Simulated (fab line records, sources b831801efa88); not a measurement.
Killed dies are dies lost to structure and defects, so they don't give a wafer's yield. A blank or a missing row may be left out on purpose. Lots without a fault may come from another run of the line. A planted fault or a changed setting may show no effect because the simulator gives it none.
fab line records | flow gf180mcu | part 1 of 2: steps 1 to 31 of 40
record lots=5 wafers=15 last_day=34
route steps=602 shown M2@373 V2@382 M3@409
lots that met no fault: from a run of the same line without faults
start_h: hours from the record's first day to the start of the lot's first wafer shown | wait_h: hours since the lot's step before | " the same as in the row above | L1.1+2: a row that stands for several wafers | - no value, or no start given | * or withheld: withheld | < > ~ a bound
route shown NAME@n: a module of which the file shows steps, and the number in the route of the first | usual: mean/standard deviation of fault-free wafers | same: alike in all rows | chamber/n: place in a boat | sites: the reading at each site | _std_site: their standard deviation | _edge_site: outer sites' mean less inner sites' | radius_mm: how far each site lies from the wafer's centre | mask NAME#n: copy n | behind: the tool/chamber that last shaped the wafer | hold: why the lot was held/for how many hours/how that ended | device: the transistor (n, p or np) that didn't switch | end of line: the same wafers' tests at the end of the route | a step without rows: its recipe alone | killed: dies lost to structure and defects at the first sort, not the wafer's yield | map: a wafer's dies, x killed, . not, _ none there
set.NAME: the setting as run; set.NAME@STEP: as run at that earlier step | model.NAME: the simulator's own value behind a step, which no gauge read
lots at some steps of the route; a table a step, a row a wafer
services: from which hour (start_h, from the record's first day; less than 0 if before it) a tool's chamber was out of use, for how many hours, and why
## steps
# step GF_M2_EXPOSE_11
# recipe mask_id=Metal2 target_cd_nm=280 na=0.68 source_shape=conventional sigma_outer=0.6 dose_mj=28
# same na=0.68
# columns lot.wafer tool chamber start_h wait_h mask
L076.1+2+6 krf_scanner-01 0 - - Metal2#0
L078.4+5+6 krf_scanner-02 0 - - Metal2#0
L085.1+2+5 krf_scanner-02 0 - - Metal2#0
L090.1+3+4 krf_scanner-01 0 - - Metal2#0
L095.1+5+6 krf_scanner-01 0 - - Metal2#0
# step GF_M2_PEB_12
# recipe peb_temp_c=135 peb_time_s=90 resist=KrF
# columns lot.wafer tool chamber start_h wait_h
L076.1+2+6 litho_track-01 0 - -
L078.4+5+6 litho_track-02 0 - -
L085.1+2+5 litho_track-04 0 - -
L090.1+3+4 litho_track-01 0 - -
L095.1+5+6 litho_track-02 0 - -
# step GF_M2_DEVELOP_13
# recipe develop_time_s=60 dev_temp_c=21
# columns lot.wafer tool chamber start_h wait_h
L076.1+2+6 litho_track-01 0 462.38 0.2
L078.4+5+6 litho_track-02 0 489.49 0.1
L085.1+2+5 litho_track-04 0 542.31 0.2
L090.1+3+4 litho_track-01 0 578.53 0.2
L095.1+5+6 litho_track-02 0 613.76 0.2
# step GF_M2_CD_MEAS_14
# recipe target_cd_nm=280
# usual cd_nm=280.2/1.3
# columns lot.wafer tool chamber start_h wait_h cd_nm
L076.1 cd_sem-02 - 462.53 0.1 279.8
L076.2 " - " " 279.7
L076.6 " - " " 279.9
L078.4 cd_sem-01 - 489.62 0.1 279.4
L078.5 " - " " 280.3
L078.6 " - " " 278.9
L085.1 cd_sem-02 - 542.46 0.1 278.7
L085.2 " - " " 279.1
L085.5 " - " " 279.3
L090.1 cd_sem-01 - 578.68 0.1 280.2
L090.3 " - " " 281.5
L090.4 " - " " 279.9
L095.1 cd_sem-01 - 613.91 0.1 279.0
L095.5 " - " " 280.5
L095.6 " - " " 280.0
# step GF_M2_OVL_MEAS_15
# usual M2_OVL=-2/4.8
# columns lot.wafer tool chamber start_h wait_h M2_OVL[nm]
L076.1 overlay-01 - 462.65 0.1 -3
L076.2 " - " " -6
L076.6 " - " " -8
L078.4 overlay-02 - 489.70 0.1 -4
L078.5 " - " " -2
L078.6 " - " " 1
L085.1 overlay-01 - 542.58 0.1 0
L085.2 " - " " 6
L085.5 " - " " 3
L090.1 overlay-01 - 578.80 0.1 -2
L090.3 " - " " 4
L090.4 " - " " 6
L095.1 overlay-01 - 614.03 0.1 -4
L095.5 " - " " 0
L095.6 " - " " 6
# step GF_M2_METAL_ETCH_16
# recipe chemistry=Cl2/BCl3 mask_material=KrF target_depth_nm=627.5 stop_on=SiO2 pressure_mtorr=8 icp_w=800 bias_w=140 Cl2_flow_sccm=80 bcl3_flow_sccm=40 time_s=104.6
# usual drypump_motor_current_A=5.49/0.17 oes_product_au=0.975/0.0067 rf_fwd_power_W=795.1/2.9 throttle_valve_pct=28.246/0.01
# columns lot.wafer tool chamber start_h wait_h drypump_motor_current_A oes_product_au rf_fwd_power_W rf_hours_counter_h throttle_valve_pct
L076.1 rie_metal-02 0 462.69 0.0 5.34 0.972 787.9 9.8 28.252
L076.2 " 0 " " 5.30 0.974 791.4 - 28.249
L076.6 " 0 " " 5.33 0.971 792.0 - 28.258
L078.4 rie_metal-03 1 489.75 0.0 5.61 0.982 793.0 - 28.244
L078.5 " 0 " " 5.51 0.975 795.4 - 28.236
L078.6 " 1 " " 5.63 0.983 797.2 - 28.238
L085.1 rie_metal-03 0 542.62 0.0 5.54 0.982 796.0 8.5 28.250
L085.2 " 1 " " 5.64 0.983 796.0 5.1 28.246
L085.5 " 1 " " 5.61 0.975 796.9 - 28.248
L090.1 rie_metal-04 0 578.84 0.0 5.23 0.979 794.0 5.2 28.246
L090.3 " 1 " " 5.78 0.975 795.4 - 28.249
L090.4 " 0 " " 5.22 0.969 795.0 - 28.239
L095.1 rie_metal-02 0 614.06 0.0 5.29 0.971 794.8 1.2 28.246
L095.5 " 0 " " 5.33 0.970 792.3 - 28.239
L095.6 " 0 " " 5.31 0.974 789.3 - 28.263
# step GF_M2_STRIP_17
# recipe chemistry=O2/N2 power_w=1400 pressure_mtorr=1500 platen_temp_c=250 o2_flow_sccm=3000 n2_flow_sccm=300 overash_fraction=0.5
# usual drypump_motor_current_A=5.7/0.48 heater_power_w=329/23 oes_product_au=0.557/0.0051 strip_time_to_endpoint_s=7.87/0.05
# columns lot.wafer tool chamber start_h wait_h drypump_motor_current_A heater_power_w oes_product_au rf_hours_counter_h strip_time_to_endpoint_s
L076.1 plasma_asher-02 1 462.91 0.2 6.3 297 0.564 3 7.91
L076.2 " 0 " " 6.3 307 0.564 3 7.92
L076.6 " 1 " " 6.3 290 0.559 - 7.92
L078.4 plasma_asher-01 0 489.86 0.1 5.0 333 0.558 - 7.82
L078.5 " 0 " " 5.0 326 0.561 - 7.86
L078.6 " 1 " " 5.7 359 0.554 - 7.79
L085.1 plasma_asher-01 0 542.73 0.1 4.9 325 0.557 78 7.84
L085.2 " 1 " " 5.7 349 0.552 78 7.80
L085.5 " 1 " " 5.7 348 0.555 - 7.79
L090.1 plasma_asher-04 1 578.95 0.1 5.8 361 0.557 95 7.84
L090.3 " 0 " " 5.2 323 0.561 - 7.90
L090.4 " 1 " " 5.8 364 0.561 - 7.84
L095.1 plasma_asher-04 1 614.29 0.2 5.7 363 0.562 99 7.95
L095.5 " 1 " " 5.7 361 0.554 - 7.94
L095.6 " 0 " " 5.2 328 0.559 - 7.98
# step GF_M2_STRIP_18
# recipe chemistry=post_etch_residue_remover time_s=1200 temp_c=72.5
# columns lot.wafer tool chamber start_h wait_h
L076.1+2+6 wet_bench-03 2 463.01 0.1
L078.4+5+6 wet_bench-04 1 489.93 0.0
L085.1+2+5 wet_bench-04 3 542.83 0.1
L090.1+3+4 wet_bench-04 1 579.05 0.1
L095.1+5+6 wet_bench-04 3 614.39 0.1
# step GF_M2_CLEAN_19
# recipe chemistry=DIW dry=n2_spin
# columns lot.wafer tool chamber start_h wait_h
L076.1+2+6 wet_bench-02 0 463.39 0.0
L078.4+5+6 wet_bench-02 3 490.27 0.0
L085.1+2+5 wet_bench-03 2 543.20 0.0
L090.1+3+4 wet_bench-02 1 579.80 0.0
L095.1+5+6 wet_bench-02 3 614.73 0.0
# step GF_V2_CVD_00
# recipe material=SiO2 target_thk_nm=600 sigma_open_frac=0.3 temp_c=400 time_s=100 sih4_flow_sccm=60 pressure_mtorr=6
# usual sih4_flow_sccm=59.98/0.18
# columns lot.wafer tool chamber start_h wait_h sih4_flow_sccm
L076.1 hdpcvd-01 2 463.48 0.0 59.78
L076.2 " 1 " " 60.04
L076.6 " 0 " " 60.13
L078.4 hdpcvd-02 0 490.41 0.0 60.04
L078.5 " 2 " " 60.29
L078.6 " 1 " " 60.10
L085.1 hdpcvd-02 1 543.29 0.0 60.03
L085.2 " 2 " " 59.92
L085.5 " 1 " " 59.82
L090.1 hdpcvd-02 2 579.90 0.0 59.82
L090.3 " 1 " " 59.96
L090.4 " 2 " " 59.96
L095.1 hdpcvd-01 1 614.83 0.0 59.91
L095.5 " 2 " " 59.90
L095.6 " 1 " " 59.80
# step GF_V2_THK_MEAS_01
# recipe reads=SiO2_of_V2_CVD_00
# usual V2_CVD_00_THK=602/8.6
# columns lot.wafer tool chamber start_h wait_h V2_CVD_00_THK[nm]
L076.1 film_metro-02 - 463.55 0.0 614
L076.2 " - " " 603
L076.6 " - " " 601
L078.4 film_metro-03 - 490.47 0.0 615
L078.5 " - " " 601
L078.6 " - " " 609
L085.1 film_metro-03 - 543.37 0.0 610
L085.2 " - " " 603
L085.5 " - " " 610
L090.1 film_metro-03 - 579.98 0.0 592
L090.3 " - " " 602
L090.4 " - " " 594
L095.1 film_metro-02 - 614.90 0.0 594
L095.5 " - " " 611
L095.6 " - " " 598
# step GF_V2_CVD_02
# recipe material=SiO2 target_thk_nm=850 precursor=TEOS temp_c=400 time_s=94.851 rf_w=600
# usual heater_power_w=648/100 rf_fwd_power_W=596.8/1.8
# columns lot.wafer tool chamber start_h wait_h heater_power_w rf_fwd_power_W
L076.1 pecvd-01 0 463.61 0.1 682 594.8
L076.2 " 1 " " 543 596.0
L076.6 " 0 " " 544 596.8
L078.4 pecvd-04 2 490.54 0.1 693 596.0
L078.5 " 0 " " 663 593.4
L078.6 " 1 " " 562 599.6
L085.1 pecvd-04 0 543.43 0.1 760 596.7
L085.2 " 2 " " 720 596.1
L085.5 " 1 " " 564 601.2
L090.1 pecvd-02 1 580.04 0.1 565 597.9
L090.3 " 0 " " 544 597.0
L090.4 " 0 " " 585 598.0
L095.1 pecvd-02 2 614.96 0.1 765 598.6
L095.5 " 1 " " 559 595.3
L095.6 " 0 " " 580 596.9
# step GF_V2_THK_MEAS_03
# recipe reads=SiO2_of_V2_CVD_02
# usual V2_CVD_02_THK=846/14
# columns lot.wafer tool chamber start_h wait_h V2_CVD_02_THK[nm]
L076.1 film_metro-04 - 463.68 0.0 831
L076.2 " - " " 833
L076.6 " - " " 847
L078.4 film_metro-02 - 490.60 0.0 859
L078.5 " - " " 864
L078.6 " - " " 854
L085.1 film_metro-04 - 543.50 0.0 850
L085.2 " - " " 858
L085.5 " - " " 861
L090.1 film_metro-04 - 580.11 0.0 842
L090.3 " - " " 829
L090.4 " - " " 857
L095.1 film_metro-04 - 615.03 0.0 844
L095.5 " - " " 859
L095.6 " - " " 851
# step GF_V2_CMP_04
# recipe material=SiO2 down_force_psi=4 platen_rpm=60 pad_velocity_m_s=0.94248
# usual motor_current_A=12.6/1 time_to_endpoint_s=79/7.6
# columns lot.wafer tool chamber start_h wait_h motor_current_A time_to_endpoint_s
L076.1 cmp-01 3 463.84 0.1 12.7 76
L076.2 " 0 " " 13.8 77
L076.6 " 1 " " 11.5 88
L078.4 cmp-02 2 490.78 0.2 11.7 86
L078.6 " 3 " " 12.4 76
L078.5 " 0 " " 11.7 78
L085.2 cmp-02 3 543.61 0.1 13.1 76
L085.1 " 0 " " 11.3 71
L085.5 " 3 " " 12.6 78
L090.3 cmp-02 1 580.17 0.0 14.0 75
L090.1 " 2 " " 11.1 80
L090.4 " 3 " " 12.5 80
L095.1 cmp-02 1 615.24 0.2 13.7 88
L095.5 " 2 " " 12.0 88
L095.6 " 3 " " 12.9 83
# step GF_V2_BOW_MEAS_05
# recipe mode=bow
# usual V2_BOW=97/8.2
# columns lot.wafer tool chamber start_h wait_h V2_BOW[um]
L076.1 film_metro-02 - 464.04 0.1 90
L076.2 " - " " 98
L076.6 " - " " 97
L078.4 film_metro-03 - 490.99 0.2 103
L078.5 " - " " 111
L078.6 " - " " 102
L085.1 film_metro-02 - 543.86 0.1 87
L085.2 " - " " 90
L085.5 " - " " 90
L090.1 film_metro-03 - 580.47 0.2 105
L090.3 " - " " 90
L090.4 " - " " 100
L095.1 film_metro-02 - 615.39 0.1 88
L095.5 " - " " 96
L095.6 " - " " 100
# step GF_V2_DEHYDRATE_06
# recipe temp_c=200 time_s=60
# columns lot.wafer tool chamber start_h wait_h
L076.1+2+6 litho_track-04 0 475.71 11.7
L078.4+5+6 litho_track-01 0 502.01 11.0
L085.1+2+5 litho_track-03 0 554.60 10.7
L090.1+3+4 litho_track-03 0 590.95 10.5
L095.1+5+6 litho_track-01 0 625.08 9.7
# step GF_V2_HMDS_07
# recipe prime_time_s=60 prime_temp_c=120
# columns lot.wafer tool chamber start_h wait_h
L076.1+2+6 litho_track-04 0 475.86 0.1
L078.4+5+6 litho_track-01 0 502.16 0.1
L085.1+2+5 litho_track-03 0 554.75 0.1
L090.1+3+4 litho_track-03 0 591.10 0.1
L095.1+5+6 litho_track-01 0 625.23 0.1
# step GF_V2_COAT_08
# recipe resist=BARC temp_c=withheld time_s=withheld spin_rpm=withheld resist_thk_nm=withheld
# columns lot.wafer tool chamber start_h wait_h
L076.1+2+6 litho_track-04 0 476.01 0.1
L078.4+5+6 litho_track-01 0 502.31 0.1
L085.1+2+5 litho_track-03 0 554.90 0.1
L090.1+3+4 litho_track-03 0 591.25 0.1
L095.1+5+6 litho_track-01 0 625.38 0.1
# step GF_V2_COAT_09
# recipe resist=KrF spin_rpm=withheld resist_thk_nm=1000
# columns lot.wafer tool chamber start_h wait_h
L076.1+2+6 litho_track-04 0 - -
L078.4+5+6 litho_track-01 0 - -
L085.1+2+5 litho_track-03 0 - -
L090.1+3+4 litho_track-03 0 - -
L095.1+5+6 litho_track-01 0 - -
# step GF_V2_SOFTBAKE_10
# recipe temp_c=130 time_s=60 resist=KrF
# columns lot.wafer tool chamber start_h wait_h
L076.1+2+6 litho_track-04 0 - -
L078.4+5+6 litho_track-01 0 - -
L085.1+2+5 litho_track-03 0 - -
L090.1+3+4 litho_track-03 0 - -
L095.1+5+6 litho_track-01 0 - -
# step GF_V2_EXPOSE_11
# recipe mask_id=Via2 target_cd_nm=260 na=0.68 source_shape=conventional sigma_outer=0.6 dose_mj=38
# same na=0.68
# columns lot.wafer tool chamber start_h wait_h mask
L076.1+2+6 krf_scanner-01 0 - - Via2#0
L078.4+5+6 krf_scanner-02 0 - - Via2#0
L085.1+2+5 krf_scanner-01 0 - - Via2#0
L090.1+3+4 krf_scanner-02 0 - - Via2#0
L095.1+5+6 krf_scanner-02 0 - - Via2#0
# step GF_V2_PEB_12
# recipe peb_temp_c=135 peb_time_s=90 resist=KrF
# columns lot.wafer tool chamber start_h wait_h
L076.1+2+6 litho_track-03 0 - -
L078.4+5+6 litho_track-04 0 - -
L085.1+2+5 litho_track-01 0 - -
L090.1+3+4 litho_track-03 0 - -
L095.1+5+6 litho_track-03 0 - -
# step GF_V2_DEVELOP_13
# recipe develop_time_s=60 resist=KrF dev_temp_c=21
# columns lot.wafer tool chamber start_h wait_h
L076.1+2+6 litho_track-03 0 488.05 0.2
L078.4+5+6 litho_track-04 0 514.59 0.1
L085.1+2+5 litho_track-01 0 565.98 0.2
L090.1+3+4 litho_track-03 0 601.90 0.2
L095.1+5+6 litho_track-03 0 635.80 0.2
# step GF_V2_CD_MEAS_14
# recipe target_cd_nm=260
# usual cd_nm=260.1/1.2
# columns lot.wafer tool chamber start_h wait_h cd_nm
L076.1 cd_sem-02 - 488.20 0.1 259.6
L076.2 " - " " 260.2
L076.6 " - " " 261.6
L078.4 cd_sem-01 - 514.72 0.1 259.1
L078.5 " - " " 260.8
L078.6 " - " " 258.9
L085.1 cd_sem-02 - 566.13 0.1 262.7
L085.2 " - " " 261.8
L085.5 " - " " 261.2
L090.1 cd_sem-01 - 602.05 0.1 260.7
L090.3 " - " " 258.8
L090.4 " - " " 259.3
L095.1 cd_sem-01 - 635.95 0.1 260.6
L095.5 " - " " 260.0
L095.6 " - " " 261.1
# step GF_V2_OVL_MEAS_15
# usual V2_OVL=2/5.6
# columns lot.wafer tool chamber start_h wait_h V2_OVL[nm]
L076.1 overlay-02 - 488.32 0.1 7
L076.2 " - " " 8
L076.6 " - " " 13
L078.4 overlay-02 - 514.80 0.1 0
L078.5 " - " " 7
L078.6 " - " " 2
L085.1 overlay-01 - 566.25 0.1 -4
L085.2 " - " " 5
L085.5 " - " " -8
L090.1 overlay-01 - 602.17 0.1 10
L090.3 " - " " 0
L090.4 " - " " 9
L095.1 overlay-02 - 636.07 0.1 -4
L095.5 " - " " -7
L095.6 " - " " 3
# step GF_V2_ETCH_16
# recipe chemistry=N2/H2 target_depth_a=withheld overetch_a=withheld time_s=withheld target=BARC ion_energy_ev=200 source_w=500 bias_w=100 pressure_mtorr=30 n2_flow_sccm=100 h2_flow_sccm=200
# usual drypump_motor_current_A=5.74/0.3 oes_product_au=0.855/0.0047 rf_fwd_power_W=495.8/2.1 throttle_valve_pct=13.225/0.0098
# columns lot.wafer tool chamber start_h wait_h drypump_motor_current_A oes_product_au rf_fwd_power_W throttle_valve_pct
L076.1 rie_diel-03 1 488.36 0.0 5.77 0.863 497.0 13.229
L076.2 " 3 " " 6.03 0.862 493.7 13.222
L076.6 " 1 " " 5.77 0.859 495.7 13.227
L078.4 rie_diel-03 2 514.82 0.0 5.51 0.855 495.1 13.234
L078.5 " 3 " " 6.03 0.858 493.8 13.230
L078.6 " 2 " " 5.50 0.848 494.6 13.231
L085.1 rie_diel-03 0 566.29 0.0 6.00 0.848 491.7 13.224
L085.2 " 3 " " 6.04 0.853 494.1 13.215
L085.5 " 2 " " 5.55 0.859 496.4 13.233
L090.1 rie_diel-02 2 602.21 0.0 5.45 0.857 496.9 13.244
L090.3 " 3 " " 5.44 0.856 492.3 13.242
L090.4 " 0 " " 5.54 0.844 500.6 13.223
L095.1 rie_diel-02 3 636.11 0.0 5.43 0.855 489.9 13.214
L095.5 " 1 " " 5.78 0.851 494.2 13.226
L095.6 " 0 " " 5.52 0.850 498.2 13.223
# step GF_V2_ETCH_17
# recipe chemistry=C4F8/O2/Ar mask_material=KrF target=SiO2 stop_on=TiN source_w=1500 bias_w=1200 pressure_mtorr=40 c4f8_flow_sccm=withheld O2_flow_sccm=6 Ar_flow_sccm=300 time_s=withheld target_depth_a=6300
# usual oes_product_au=0.857/0.0051 rf_fwd_power_W=1494/5.4
# columns lot.wafer tool chamber start_h wait_h oes_product_au rf_fwd_power_W
L076.1 rie_diel-03 1 - - 0.857 1497
L076.2 " 3 " " 0.858 1493
L076.6 " 1 " " 0.859 1494
L078.4 rie_diel-03 2 - - 0.863 1501
L078.5 " 3 " " 0.860 1491
L078.6 " 2 " " 0.859 1498
L085.1 rie_diel-03 0 - - 0.850 1489
L085.2 " 3 " " 0.855 1489
L085.5 " 2 " " 0.853 1490
L090.1 rie_diel-02 2 - - 0.860 1507
L090.3 " 3 " " 0.860 1491
L090.4 " 0 " " 0.851 1502
L095.1 rie_diel-02 3 - - 0.858 1492
L095.5 " 1 " " 0.858 1489
L095.6 " 0 " " 0.855 1500
# step GF_V2_STRIP_18
# recipe chemistry=O2/N2 power_w=1400 pressure_mtorr=1500 platen_temp_c=250 o2_flow_sccm=3000 n2_flow_sccm=300 overash_fraction=0.5
# usual drypump_motor_current_A=5.5/0.31 heater_power_w=341/14 oes_product_au=0.593/0.0053
# columns lot.wafer tool chamber start_h wait_h drypump_motor_current_A heater_power_w oes_product_au rf_hours_counter_h
L076.1 plasma_asher-04 1 488.49 - 5.8 354 0.599 83
L076.2 " 0 " " 5.2 334 0.587 83
L076.6 " 1 " " 5.7 356 0.592 -
L078.4 plasma_asher-01 1 514.98 - 5.7 360 0.591 -
L078.5 " 1 " " 5.7 349 0.597 -
L078.6 " 0 " " 5.0 321 0.588 -
L085.1 plasma_asher-01 1 566.42 - 5.7 356 0.590 80
L085.2 " 0 " " 5.0 325 0.596 80
L085.5 " 0 " " 4.9 323 0.586 -
L090.1 plasma_asher-04 1 602.34 - 5.7 348 0.591 98
L090.3 " 0 " " 5.2 328 0.580 -
L090.4 " 1 " " 5.7 354 0.593 -
L095.1 plasma_asher-03 0 636.24 - 5.9 336 0.593 51
L095.5 " 0 " " 5.8 343 0.597 -
L095.6 " 1 " " 5.6 349 0.598 -
# step GF_V2_STRIP_19
# recipe chemistry=post_etch_residue_remover time_s=1200 temp_c=72.5
# columns lot.wafer tool chamber start_h wait_h
L076.1+2+6 wet_bench-04 1 488.59 0.1
L078.4+5+6 wet_bench-02 2 515.05 0.0
L085.1+2+5 wet_bench-04 3 566.52 0.1
L090.1+3+4 wet_bench-01 0 602.44 0.1
L095.1+5+6 wet_bench-01 2 636.34 0.1
# step GF_V2_CLEAN_20
# recipe chemistry=DIW dry=n2_spin
# columns lot.wafer tool chamber start_h wait_h
L076.1+2+6 wet_bench-01 2 488.93 0.0
L078.4+5+6 wet_bench-01 3 515.42 0.0
L085.1+2+5 wet_bench-02 1 566.86 0.0
L090.1+3+4 wet_bench-02 1 602.78 0.0
L095.1+5+6 wet_bench-02 1 636.71 0.0
# step GF_V2_SPUTTER_21
# recipe material=Ti target_thk_nm=15 chamber_pressure_pa=5 power_w=2500 substrate_temp_c=200 time_s=80.02
# usual throttle_valve_pct=29.9/0.91
# columns lot.wafer tool chamber start_h wait_h throttle_valve_pct
L076.1 pvd_sputter-02 - 489.03 0.0 30.5
L076.2 " - " " 29.2
L076.6 " - " " 28.5
L078.4 pvd_sputter-02 - 515.51 0.0 30.6
L078.5 " - " " 28.6
L078.6 " - " " 30.5
L085.1 pvd_sputter-01 - 567.06 0.0 29.8
L085.2 " - " " 30.4
L085.5 " - " " 30.3
L090.1 pvd_sputter-02 - 602.88 0.0 29.7
L090.3 " - " " 30.6
L090.4 " - " " 28.3
L095.1 pvd_sputter-02 - 636.81 0.0 30.7
L095.5 " - " " 28.9
L095.6 " - " " 30.7
